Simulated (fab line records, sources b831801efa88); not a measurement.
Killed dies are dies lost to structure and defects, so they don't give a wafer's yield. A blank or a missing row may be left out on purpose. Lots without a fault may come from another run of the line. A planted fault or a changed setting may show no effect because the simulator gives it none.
Which tool did it? | flow sky130 | 15 lots, 45 wafers sampled, at 4 steps of a route of 708

WHAT THE GAUGES READ, wafer by wafer
SKY_VT_ADJUST_PCH_OVL_MEAS_07. Usual: VT_ADJUST_PCH_OVL 0.8 nm, standard deviation 1.5.
lot  | measured     | on         | VT_ADJUST_PCH_OVL (nm) | flag
L381 | day 10 07:10 | overlay-02 | -0.6 -0.4 -3.2         |
L382 | day 10 11:13 | overlay-01 | 0.7 -2.5 0.5           |
L383 | day 10 21:52 | overlay-01 | 0.9 0.2 2.9            |
L384 | day 11 04:26 | overlay-01 | -0.9 0.5 1.4           |
L387 | day 12 13:17 | overlay-01 | 1.6 0.5 0.0            |
L388 | day 12 16:46 | overlay-01 | 1.8 -0.3 1.8           |
L390 | day 13 05:50 | overlay-02 | 1.7 1.6 2.5            |
L391 | day 13 23:28 | overlay-02 | 2.3 0.9 2.9            |
L392 | day 14 00:52 | overlay-01 | 1.7 1.7 2.2            |
L393 | day 14 08:41 | overlay-01 | 2.6 -0.6 1.7           |
L394 | day 14 13:35 | overlay-01 | 1.7 0.9 0.5            |
L395 | day 14 22:34 | overlay-02 | 1.1 1.3 0.8            |
L396 | day 15 07:55 | overlay-02 | 0.8 1.1 1.6            |
L397 | day 15 12:53 | overlay-02 | 0.8 1.0 0.8            |
L402 | day 17 02:07 | overlay-02 | 0.2 -0.7 2.1           |

SKY_SONOS_ONO_THK_MEAS_03. Usual: SONOS_ONO_CVD_02_THK 10.55 nm, standard deviation 0.16.
lot  | measured     | on            | SONOS_ONO_CVD_02_THK (nm) | flag
L381 | day 11 10:59 | film_metro-03 | 10.33 10.65 10.59         |
L382 | day 11 17:38 | film_metro-04 | 10.36 10.29 10.55         |
L383 | day 12 04:42 | film_metro-03 | 10.35 10.45 10.57         |
L384 | day 12 10:07 | film_metro-01 | 10.18 10.20 10.19         |
L387 | day 13 18:34 | film_metro-01 | 10.26 10.51 10.34         |
L388 | day 14 00:47 | film_metro-01 | 10.61 10.70 10.63         |
L390 | day 14 10:28 | film_metro-01 | 10.48 10.37 10.32         |
L391 | day 15 06:03 | film_metro-04 | 10.54 10.57 10.56         |
L392 | day 15 09:06 | film_metro-03 | 10.67 10.65 10.68         |
L393 | day 15 15:36 | film_metro-03 | 10.63 10.64 10.67         |
L394 | day 15 21:36 | film_metro-04 | 10.22 10.30 10.25         |
L395 | day 16 06:11 | film_metro-01 | 10.50 10.43 10.39         |
L396 | day 16 15:35 | film_metro-01 | 10.61 10.61 10.65         |
L397 | day 16 20:17 | film_metro-04 | 10.90 10.86 10.83         |
L402 | day 18 13:31 | film_metro-03 | 10.59 10.53 10.52         |

SKY_POLY_GATE_CD_MEAS_22. Usual: cd_nm 149.9 nm, standard deviation 1.5.
lot  | measured     | on        | cd_nm (nm)        | flag
L381 | day 16 10:06 | cd_sem-01 | 151.3 152.1 151.7 |
L382 | day 16 13:28 | cd_sem-02 | 150.2 149.8 148.7 |
L383 | day 17 03:08 | cd_sem-02 | 147.5 152.2 150.5 |
L384 | day 17 11:21 | cd_sem-01 | 152.8 149.9 149.9 |
L387 | day 19 01:44 | cd_sem-02 | 151.0 147.7 148.5 |
L388 | day 19 07:20 | cd_sem-02 | 152.8 151.7 151.9 |
L390 | day 19 19:30 | cd_sem-02 | 148.9 149.7 145.8 |
L391 | day 20 14:28 | cd_sem-01 | 151.7 150.0 150.3 |
L392 | day 20 20:01 | cd_sem-02 | 150.4 150.1 149.7 |
L393 | day 21 03:31 | cd_sem-02 | 147.5 149.1 151.7 |
L394 | day 21 09:18 | cd_sem-02 | 149.4 151.0 150.1 |
L402 | day 24 03:49 | cd_sem-01 | 151.2 150.6 149.2 |

WHICH TOOL RAN EACH LOT (tool, then ch and the chambers of the sampled wafers, then the start)
lot  | SKY_GATE_OXIDE_OXIDATION_16
L381 | furnace-02 ch 0, day 13 18:51
L382 | furnace-01 ch 0, day 13 23:37
L383 | furnace-02 ch 0, day 14 12:14
L384 | furnace-02 ch 0, day 14 18:57
L387 | furnace-02 ch 0, day 16 04:48
L388 | furnace-02 ch 0, day 16 13:21
L390 | furnace-02 ch 0, day 16 23:07
L391 | furnace-02 ch 0, day 17 17:25
L392 | furnace-02 ch 0, day 17 21:55
L393 | furnace-01 ch 0, day 18 06:32
L394 | furnace-02 ch 0, day 18 11:45
L395 | furnace-01, day 18 21:21
L396 | furnace-01, day 19 08:11
L397 | furnace-02, day 19 12:35
L402 | furnace-02 ch 0, day 21 08:21
- SKY_GATE_OXIDE_OXIDATION_16: stabilise 600 s, purge 300 s, target thk 3.57 nm.

WHAT THE TOOLS THEMSELVES READ (means of the sampled wafers that have a number; where no wafer has one, the mark that the record gives instead)
SKY_GATE_OXIDE_OXIDATION_16. Usual: ox_temp_c 800.0 C, standard deviation 0.37; ox_temp_c_max 803.3, standard deviation 0.65; zone_power_lower_pct 15.4 %, standard deviation 0.98; zone_power_top_pct 26.3 %, standard deviation 0.37.
lot  | tool       | ox_temp_c (C) | ox_temp_c_max | zone_power_lower_pct (%) | zone_power_top_pct (%) | flag
L381 | furnace-02 | 799.8         | 803.2         | 14.8                     | 26.4                   |
L382 | furnace-01 | 800.1         | 803.2         | 17.0                     | 25.9                   |
L383 | furnace-02 | 800.0         | 803.5         | 15.0                     | 26.4                   |
L384 | furnace-02 | 800.5         | 804.1         | 14.8                     | 26.3                   |
L387 | furnace-02 | 800.1         | 804.0         | 14.8                     | 26.5                   |
L388 | furnace-02 | 800.0         | 804.0         | 14.8                     | 26.5                   |
L390 | furnace-02 | 800.0         | 803.7         | 14.8                     | 26.6                   |
L391 | furnace-02 | 800.2         | 803.5         | 14.9                     | 26.7                   |
L392 | furnace-02 | 799.9         | 803.5         | 14.8                     | 26.3                   |
L393 | furnace-01 | 800.3         | 803.1         | 16.9                     | 26.0                   |
L394 | furnace-02 | 799.8         | 803.4         | 14.9                     | 26.5                   |
L395 | furnace-01 | -             | -             | -                        | -                      | OFF
L396 | furnace-01 | -             | -             | -                        | -                      | OFF
L397 | furnace-02 | -             | -             | -                        | -                      | OFF
L402 | furnace-02 | 800.5         | 804.0         | 15.0                     | 26.5                   |

THE ANSWER, worked out from the rows above alone
Rule: a lot is off if the mean of its wafers that have a number lies more than 3 standard deviations from the usual mean. A lot without any number at a reading at which 4 lots or more have one is off too. The other lots that the step has rows for count as sound. The gauges are gone through in route order, then the tools' own readings, and for those a lot's mean is taken as printed above. The first step at which some lot is off is used, and at that step the reading that is off furthest; a lot without a number counts as furthest.
Off: L395, L396, L397, at SKY_GATE_OXIDE_OXIDATION_16 (ox_temp_c). Without a number there: L395, L396, L397.
A tool fits if, at that step or a process step before it, it ran every lot that is off, and no sound lot after the first of them. None of those tried fits.

WHAT THE SIMULATOR HAD PUT IN
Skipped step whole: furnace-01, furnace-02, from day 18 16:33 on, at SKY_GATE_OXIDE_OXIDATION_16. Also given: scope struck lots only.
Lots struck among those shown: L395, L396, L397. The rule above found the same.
